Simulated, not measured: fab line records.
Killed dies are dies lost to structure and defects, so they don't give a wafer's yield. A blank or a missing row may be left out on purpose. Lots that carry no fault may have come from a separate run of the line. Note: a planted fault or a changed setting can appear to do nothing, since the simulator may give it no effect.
Which of the tools did it? || flow gf180mcu || 12 lots, 36 wafers sampled, at 4 steps of a route of 602

== WHAT THE GAUGES SHOWED, per wafer ==
GF_V4_OVL_MEAS_15. Usual: V4_OVL gives -3 nm (standard deviation 4.6).
{"lot": "L179", "measured": "day 24 13:23", "on": "overlay-01", "V4_OVL (nm)": "-2 -3 5", "flag": ""}
{"lot": "L180", "measured": "day 24 22:01", "on": "overlay-02", "V4_OVL (nm)": "-4 -6 1", "flag": ""}
{"lot": "L183", "measured": "day 26 00:01", "on": "overlay-02", "V4_OVL (nm)": "4 2 -7", "flag": ""}
{"lot": "L184", "measured": "day 26 08:53", "on": "overlay-02", "V4_OVL (nm)": "-8 -10 -7", "flag": ""}
{"lot": "L186", "measured": "day 26 17:16", "on": "overlay-01", "V4_OVL (nm)": "-3 -7 -5", "flag": ""}
{"lot": "L187", "measured": "day 27 03:59", "on": "overlay-01", "V4_OVL (nm)": "66 64 67", "flag": "OFF"}
{"lot": "L188", "measured": "day 27 15:47", "on": "overlay-02", "V4_OVL (nm)": "64 66 72", "flag": "OFF"}
{"lot": "L189", "measured": "day 27 20:55", "on": "overlay-01", "V4_OVL (nm)": "54 58 60", "flag": "OFF"}
{"lot": "L190", "measured": "day 28 08:33", "on": "overlay-01", "V4_OVL (nm)": "76 74 72", "flag": "OFF"}
{"lot": "L195", "measured": "day 29 16:15", "on": "overlay-02", "V4_OVL (nm)": "-9 -2 -2", "flag": ""}
{"lot": "L201", "measured": "day 31 01:57", "on": "overlay-02", "V4_OVL (nm)": "-4 -4 0", "flag": ""}
{"lot": "L202", "measured": "day 31 10:22", "on": "overlay-01", "V4_OVL (nm)": "-7 -7 -5", "flag": ""}

== WHAT TOOL EACH LOT RAN ON (gives the tool, then ch and the chambers of the sampled wafers, and finally the start) ==
{"lot": "L179", "GF_V3_ETCH_16": "rie diel-03 ch 0,1,3, day 22 12:47", "GF_M4_SPUTTER_04": "pvd sputter-04, day 22 14:21", "GF_V4_EXPOSE_11": "krf scanner-01 ch 0, day 24 02:06"}
{"lot": "L180", "GF_V3_ETCH_16": "rie diel-02 ch 0,3, day 22 22:17", "GF_M4_SPUTTER_04": "pvd sputter-04, day 22 23:50", "GF_V4_EXPOSE_11": "krf scanner-01 ch 0, day 24 11:08"}
{"lot": "L183", "GF_V3_ETCH_16": "rie diel-03 ch 0,1,2, day 24 01:29", "GF_M4_SPUTTER_04": "pvd sputter-04, day 24 03:02", "GF_V4_EXPOSE_11": "krf scanner-01 ch 0, day 25 14:05"}
{"lot": "L184", "GF_V3_ETCH_16": "rie diel-03 ch 0,2, day 24 10:29", "GF_M4_SPUTTER_04": "pvd sputter-02, day 24 12:01", "GF_V4_EXPOSE_11": "krf scanner-02 ch 0, day 25 22:35"}
{"lot": "L186", "GF_V3_ETCH_16": "rie diel-01 ch 0,2,3, day 24 19:41", "GF_M4_SPUTTER_04": "pvd sputter-02, day 24 21:38", "GF_V4_EXPOSE_11": "krf scanner-02 ch 0, day 26 06:56"}
{"lot": "L187", "GF_V3_ETCH_16": "rie diel-02 ch 0,1,3, day 25 07:44", "GF_M4_SPUTTER_04": "pvd sputter-04, day 25 09:25", "GF_V4_EXPOSE_11": "krf scanner-02 ch 0, day 26 18:01"}
{"lot": "L188", "GF_V3_ETCH_16": "rie diel-03 ch 1,2,3, day 25 18:56", "GF_M4_SPUTTER_04": "pvd sputter-03, day 25 20:54", "GF_V4_EXPOSE_11": "krf scanner-02 ch 0, day 27 05:57"}
{"lot": "L189", "GF_V3_ETCH_16": "rie diel-02 ch 0,3, day 26 00:10", "GF_M4_SPUTTER_04": "pvd sputter-03, day 26 01:47", "GF_V4_EXPOSE_11": "krf scanner-02 ch 0, day 27 11:21"}
{"lot": "L190", "GF_V3_ETCH_16": "rie diel-01 ch 2,3, day 26 13:05", "GF_M4_SPUTTER_04": "pvd sputter-02, day 26 14:40", "GF_V4_EXPOSE_11": "krf scanner-02 ch 0, day 27 22:40"}
{"lot": "L195", "GF_V3_ETCH_16": "rie diel-02 ch 1,2,3, day 27 22:56", "GF_M4_SPUTTER_04": "pvd sputter-04, day 28 00:59", "GF_V4_EXPOSE_11": "krf scanner-01 ch 0, day 29 07:17"}
{"lot": "L201", "GF_V3_ETCH_16": "rie diel-01 ch 0,1, day 29 09:17", "GF_M4_SPUTTER_04": "pvd sputter-02, day 29 10:56", "GF_V4_EXPOSE_11": "krf scanner-01 ch 0, day 30 16:35"}
{"lot": "L202", "GF_V3_ETCH_16": "rie diel-01 ch 0,1, day 29 19:05", "GF_M4_SPUTTER_04": "pvd sputter-04, day 29 20:38", "GF_V4_EXPOSE_11": "krf scanner-01 ch 0, day 31 01:38"}
- GF_V3_ETCH_16: etches BARC in N2/H2.
- GF_M4_SPUTTER_04: material TiN, target thk 50 nm, time 41.7 s.
- GF_V4_EXPOSE_11: exposes mask Via4, target cd 260 nm.

== AS READ BY THE TOOLS THEMSELVES (means over the sampled wafers that have a number; for cases with no such wafer, the mark the record gives instead) ==
GF_V3_ETCH_16. Usual: drypump motor current A 5.7 A, standard deviation 0.59; oes product au 0.856 a.u., standard deviation 0.0051; rf fwd power W 495.2 W, standard deviation 1.7; throttle valve pct 13.224 %, standard deviation 0.009.
{"lot": "L179", "tool": "rie diel-03", "drypump motor current A (A)": 5.7, "oes product au (a.u.)": 0.853, "rf fwd power W (W)": 495.8, "throttle valve pct (%)": 13.229, "flag": ""}
{"lot": "L180", "tool": "rie diel-02", "drypump motor current A (A)": 5.7, "oes product au (a.u.)": 0.858, "rf fwd power W (W)": 492.8, "throttle valve pct (%)": 13.231, "flag": ""}
{"lot": "L183", "tool": "rie diel-03", "drypump motor current A (A)": 5.6, "oes product au (a.u.)": 0.855, "rf fwd power W (W)": 494.9, "throttle valve pct (%)": 13.228, "flag": ""}
{"lot": "L184", "tool": "rie diel-03", "drypump motor current A (A)": 6.2, "oes product au (a.u.)": 0.857, "rf fwd power W (W)": 494.6, "throttle valve pct (%)": 13.227, "flag": ""}
{"lot": "L186", "tool": "rie diel-01", "drypump motor current A (A)": 5.7, "oes product au (a.u.)": 0.853, "rf fwd power W (W)": 495.3, "throttle valve pct (%)": 13.230, "flag": ""}
{"lot": "L187", "tool": "rie diel-02", "drypump motor current A (A)": 5.8, "oes product au (a.u.)": 0.860, "rf fwd power W (W)": 494.3, "throttle valve pct (%)": 13.217, "flag": ""}
{"lot": "L188", "tool": "rie diel-03", "drypump motor current A (A)": 5.2, "oes product au (a.u.)": 0.857, "rf fwd power W (W)": 496.0, "throttle valve pct (%)": 13.228, "flag": ""}
{"lot": "L189", "tool": "rie diel-02", "drypump motor current A (A)": 6.0, "oes product au (a.u.)": 0.860, "rf fwd power W (W)": 495.0, "throttle valve pct (%)": 13.228, "flag": ""}
{"lot": "L190", "tool": "rie diel-01", "drypump motor current A (A)": 5.9, "oes product au (a.u.)": 0.852, "rf fwd power W (W)": 493.7, "throttle valve pct (%)": 13.223, "flag": ""}
{"lot": "L195", "tool": "rie diel-02", "drypump motor current A (A)": 5.9, "oes product au (a.u.)": 0.856, "rf fwd power W (W)": 494.4, "throttle valve pct (%)": 13.230, "flag": ""}
{"lot": "L201", "tool": "rie diel-01", "drypump motor current A (A)": 5.1, "oes product au (a.u.)": 0.851, "rf fwd power W (W)": 497.3, "throttle valve pct (%)": 13.218, "flag": ""}
{"lot": "L202", "tool": "rie diel-01", "drypump motor current A (A)": 5.1, "oes product au (a.u.)": 0.859, "rf fwd power W (W)": 495.0, "throttle valve pct (%)": 13.228, "flag": ""}

GF_M4_SPUTTER_04. Usual: 30.5 % for throttle valve pct, sd 1.4.
{"lot": "L179", "tool": "pvd sputter-04", "throttle valve pct (%)": 29.8, "flag": ""}
{"lot": "L180", "tool": "pvd sputter-04", "throttle valve pct (%)": 30.0, "flag": ""}
{"lot": "L183", "tool": "pvd sputter-04", "throttle valve pct (%)": 30.5, "flag": ""}
{"lot": "L184", "tool": "pvd sputter-02", "throttle valve pct (%)": 31.5, "flag": ""}
{"lot": "L186", "tool": "pvd sputter-02", "throttle valve pct (%)": 30.6, "flag": ""}
{"lot": "L187", "tool": "pvd sputter-04", "throttle valve pct (%)": 30.0, "flag": ""}
{"lot": "L188", "tool": "pvd sputter-03", "throttle valve pct (%)": 30.7, "flag": ""}
{"lot": "L189", "tool": "pvd sputter-03", "throttle valve pct (%)": 30.3, "flag": ""}
{"lot": "L190", "tool": "pvd sputter-02", "throttle valve pct (%)": 31.4, "flag": ""}
{"lot": "L195", "tool": "pvd sputter-04", "throttle valve pct (%)": 30.2, "flag": ""}
{"lot": "L201", "tool": "pvd sputter-02", "throttle valve pct (%)": 30.9, "flag": ""}
{"lot": "L202", "tool": "pvd sputter-04", "throttle valve pct (%)": 30.3, "flag": ""}

== THE ANSWER, worked out from the rows above alone ==
Rule: a lot counts as off when the mean over its wafers that have a number is more than 3 standard deviations away from the usual mean. Also off: a lot with no number at a reading for which 4 or more lots have one. Any other lot the step has rows for is counted as sound. Order of review: gauges by route order, followed by the tools' own readings, for which a lot's mean as printed above is used. At the first step where some lot is off, the reading lying furthest off is the one used; lots without a number count as furthest.
Off: L187, L188, L189, L190, seen at GF_V4_OVL_MEAS_15 (V4_OVL).
A tool fits if, at a process step before that reading, it ran every lot that is off, and no sound lot after the first of them. The gauges at GF_V4_OVL_MEAS_15 are tried like those tools. One fits: krf scanner-02 at GF_V4_EXPOSE_11. Its last sound lot is L186 (day 26 06:56), its first lot that is off L187 (day 26 18:01): a fault that began between those two fits.

== WHAT WAS PUT IN BY THE SIMULATOR ==
Scanner matching overlay: krf scanner-02, from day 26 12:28 on, at GF_V4_EXPOSE_11. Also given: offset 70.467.
Shown lots that were struck: L187, L188, L189, L190. This agrees with what the rule above found.
